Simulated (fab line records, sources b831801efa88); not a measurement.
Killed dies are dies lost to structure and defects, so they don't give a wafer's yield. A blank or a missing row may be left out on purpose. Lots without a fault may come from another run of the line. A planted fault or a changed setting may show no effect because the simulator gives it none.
Which tool did it? | flow sky130 | 24 lots, 72 wafers sampled, at 4 steps of a route of 708

WHAT THE GAUGES READ, wafer by wafer
SKY_METAL2_RS_MEAS_05: measures by four-point-probe.
lot  | measured     | on            | METAL2_ALCU_RS (ohm/sq)
L074 | day 34 05:53 | film_metro-01 | 0.1253 0.1242 0.1248
L075 | day 34 10:39 | film_metro-01 | 0.1252 0.1261 0.1270
L076 | day 34 19:05 | film_metro-04 | 0.1242 0.1248 0.1242
L077 | day 35 00:29 | film_metro-01 | 0.1247 0.1259 0.1263
L078 | day 35 13:17 | film_metro-04 | 0.1283 0.1273 0.1267
L080 | day 36 02:50 | film_metro-02 | 0.1261 0.1267 0.1249
L079 | day 36 06:55 | film_metro-01 | 0.1269 0.1267 0.1270
L081 | day 36 16:40 | film_metro-04 | 0.1261 0.1255 0.1268
L082 | day 37 02:38 | film_metro-01 | 0.1288 0.1288 0.1286
L083 | day 37 11:50 | film_metro-01 | 0.1258 0.1260 0.1252
L085 | day 37 15:19 | film_metro-02 | 0.1256 0.1266 0.1262
L084 | day 37 15:55 | film_metro-01 | 0.1290 0.1286 0.1291
L086 | day 38 07:37 | film_metro-01 | 0.1266 0.1256 0.1257
L087 | day 38 15:55 | film_metro-04 | 0.1273 0.1273 0.1263
L088 | day 38 17:19 | film_metro-01 | 0.1278 0.1272 0.1278
L089 | day 39 01:11 | film_metro-01 | 0.1270 0.1276 0.1272
L090 | day 39 11:34 | film_metro-01 | 0.1282 0.1267 0.1266
L091 | day 39 11:52 | film_metro-04 | 0.1257 0.1247 0.1261
L092 | day 39 18:23 | film_metro-04 | 0.1281 0.1283 0.1270
L093 | day 40 05:23 | film_metro-04 | 0.1274 0.1269 0.1281
L094 | day 40 17:46 | film_metro-01 | 0.1243 0.1257 0.1252
L095 | day 40 20:41 | film_metro-02 | 0.1250 0.1244 0.1251
L097 | day 40 22:59 | film_metro-01 | 0.1273 0.1279 0.1271
L096 | day 41 02:10 | film_metro-02 | 0.1263 0.1264 0.1271

SKY_CAPM_RS_MEAS_03: measures by four-point-probe.
lot  | measured     | on            | CAPM_TIN_RS (ohm/sq)
L074 | day 36 14:36 | film_metro-04 | 6.85 6.92 6.87
L075 | day 36 18:10 | film_metro-04 | 6.96 6.99 6.95
L076 | day 37 02:53 | film_metro-04 | 6.93 6.99 6.93
L077 | day 37 07:47 | film_metro-03 | 6.88 6.90 6.89
L078 | day 37 20:16 | film_metro-04 | 6.86 6.96 6.83
L080 | day 38 10:16 | film_metro-04 | 6.95 6.92 6.97
L079 | day 38 14:26 | film_metro-03 | 6.99 6.97 6.92
L081 | day 38 23:03 | film_metro-01 | 6.80 6.84 6.88
L082 | day 39 08:50 | film_metro-04 | 6.88 6.93 6.86
L083 | day 39 17:56 | film_metro-03 | 6.88 6.90 6.89
L085 | day 39 21:40 | film_metro-03 | 6.99 7.01 6.98
L084 | day 39 22:14 | film_metro-01 | 6.89 6.87 6.87
L086 | day 40 12:32 | film_metro-01 | 6.88 6.84 6.91
L087 | day 40 21:51 | film_metro-01 | 6.85 6.87 6.93
L088 | day 40 23:22 | film_metro-01 | 6.84 6.89 6.81
L089 | day 41 05:53 | film_metro-04 | 6.96 7.01 7.00
L090 | day 41 15:21 | film_metro-01 | 6.94 7.05 7.02
L091 | day 41 15:26 | film_metro-04 | 6.96 7.00 6.95
L092 | day 41 23:11 | film_metro-03 | 6.84 6.87 6.81
L093 | day 42 09:07 | film_metro-03 | 6.81 6.87 6.77
L094 | day 42 20:07 | film_metro-01 | 6.92 6.78 6.85
L095 | day 42 23:46 | film_metro-04 | 6.94 6.88 6.87
L097 | day 43 01:34 | film_metro-01 | 6.93 6.93 6.95
L096 | day 43 03:49 | film_metro-03 | 6.96 6.98 6.94

WHICH TOOL RAN EACH LOT (tool, then ch and the chambers of the sampled wafers, then the start)
lot  | SKY_VIA1_CMP_02               | SKY_METAL2_SPUTTER_04
L074 | cmp-01 ch 0,1,2, day 33 01:21 | pvd_sputter-01, day 34 05:49
L075 | cmp-02 ch 1,3, day 33 06:00   | pvd_sputter-03, day 34 10:37
L076 | cmp-02 ch 0,1,2, day 33 14:10 | pvd_sputter-01, day 34 18:58
L077 | cmp-01 ch 0,1,3, day 33 19:52 | pvd_sputter-04, day 35 00:26
L078 | cmp-02 ch 0,1,2, day 34 08:11 | pvd_sputter-03, day 35 13:14
L080 | cmp-02 ch 0,2,3, day 34 21:53 | pvd_sputter-01, day 36 02:46
L079 | cmp-01 ch 0,1,2, day 35 02:16 | pvd_sputter-01, day 36 06:52
L081 | cmp-02 ch 1,2,3, day 35 12:31 | pvd_sputter-01, day 36 16:37
L082 | cmp-01 ch 1,2,3, day 35 22:37 | pvd_sputter-03, day 37 02:34
L083 | cmp-01 ch 0,2, day 36 07:58   | pvd_sputter-01, day 37 11:47
L085 | cmp-01 ch 0,2,3, day 36 11:40 | pvd_sputter-04, day 37 15:13
L084 | cmp-02 ch 1,2,3, day 36 12:01 | pvd_sputter-03, day 37 15:52
L086 | cmp-01 ch 0,1,2, day 37 03:28 | pvd_sputter-01, day 38 07:34
L087 | cmp-02 ch 0,1,3, day 37 12:46 | pvd_sputter-04, day 38 15:50
L088 | cmp-02 ch 0,2,3, day 37 13:37 | pvd_sputter-01, day 38 17:17
L089 | cmp-01 ch 0,1,2, day 37 21:34 | pvd_sputter-04, day 39 01:08
L090 | cmp-02 ch 0,2, day 38 08:22   | pvd_sputter-03, day 39 11:30
L091 | cmp-01 ch 0,3, day 38 09:14   | pvd_sputter-01, day 39 11:48
L092 | cmp-02 ch 0,1,2, day 38 15:07 | pvd_sputter-01, day 39 18:16
L093 | cmp-02 ch 2,3, day 39 02:28   | pvd_sputter-04, day 40 05:18
L094 | cmp-01 ch 1,2, day 39 14:47   | pvd_sputter-01, day 40 17:41
L095 | cmp-01 ch 2,3, day 39 17:43   | pvd_sputter-01, day 40 20:36
L097 | cmp-02 ch 1,2,3, day 39 20:45 | pvd_sputter-01, day 40 22:55
L096 | cmp-01 ch 0,1,2, day 39 23:25 | pvd_sputter-03, day 41 02:06
- SKY_VIA1_CMP_02: polishes SiO2.
- SKY_METAL2_SPUTTER_04: material TiN, target thk 70 nm, time 58.3 s.

WHAT THE TOOLS THEMSELVES READ (means of the sampled wafers that have a number; where no wafer has one, the mark that the record gives instead)
SKY_VIA1_CMP_02.
lot  | tool   | motor_current_A (A) | slurry_filter_dp_kPa (kPa)
L074 | cmp-01 | 11.9                | 13.46
L075 | cmp-02 | 11.9                | 13.44
L076 | cmp-02 | 11.3                | 13.48
L077 | cmp-01 | 11.8                | 13.54
L078 | cmp-02 | 11.3                | 13.58
L080 | cmp-02 | 11.3                | 13.54
L079 | cmp-01 | 12.2                | 13.51
L081 | cmp-02 | 11.6                | 13.39
L082 | cmp-01 | 10.9                | 13.38
L083 | cmp-01 | 11.3                | 13.50
L085 | cmp-01 | 11.7                | 13.53
L084 | cmp-02 | 11.7                | 13.37
L086 | cmp-01 | 11.7                | 13.57
L087 | cmp-02 | 12.1                | 13.58
L088 | cmp-02 | 10.9                | 13.46
L089 | cmp-01 | 11.9                | 13.49
L090 | cmp-02 | 10.8                | 13.46
L091 | cmp-01 | 11.1                | 13.63
L092 | cmp-02 | 11.3                | 13.47
L093 | cmp-02 | 11.2                | 13.48
L094 | cmp-01 | 11.3                | 13.54
L095 | cmp-01 | 10.6                | 13.64
L097 | cmp-02 | 11.4                | 13.30
L096 | cmp-01 | 11.6                | 13.43

SKY_METAL2_SPUTTER_04.
lot  | tool           | throttle_valve_pct (%)
L074 | pvd_sputter-01 | 28.7
L075 | pvd_sputter-03 | 29.8
L076 | pvd_sputter-01 | 29.3
L077 | pvd_sputter-04 | 30.8
L078 | pvd_sputter-03 | 29.7
L080 | pvd_sputter-01 | 29.4
L079 | pvd_sputter-01 | 29.3
L081 | pvd_sputter-01 | 29.1
L082 | pvd_sputter-03 | 29.1
L083 | pvd_sputter-01 | 30.2
L085 | pvd_sputter-04 | 30.2
L084 | pvd_sputter-03 | 29.4
L086 | pvd_sputter-01 | 29.6
L087 | pvd_sputter-04 | 31.5
L088 | pvd_sputter-01 | 29.4
L089 | pvd_sputter-04 | 30.9
L090 | pvd_sputter-03 | 29.4
L091 | pvd_sputter-01 | 29.2
L092 | pvd_sputter-01 | 28.8
L093 | pvd_sputter-04 | 30.3
L094 | pvd_sputter-01 | 29.9
L095 | pvd_sputter-01 | 29.6
L097 | pvd_sputter-01 | 29.5
L096 | pvd_sputter-03 | 29.7

THE ANSWER, worked out from the rows above alone
Rule: what is usual is taken from the lots themselves. Put in order of their means at a reading, lots are off if they are a third of the lots or fewer, leave a main group of 4 or more, and stand apart from it by a gap of 3 or more times the standard deviation of the main group's means; of several such gaps the widest counts. A main group whose means are all the same, to the digits that the tables above print for the reading, isn't used. A lot without any number at a reading at which 4 lots or more have one is off too. The other lots that the step has rows for count as sound. The gauges are gone through in route order, then the tools' own readings, and for those a lot's mean is taken as printed above. The first step at which some lot is off is used, and at that step the reading that is off furthest; a lot without a number counts as furthest.
No lot is off at any reading shown: from this, nothing can be told.

WHAT THE SIMULATOR HAD PUT IN
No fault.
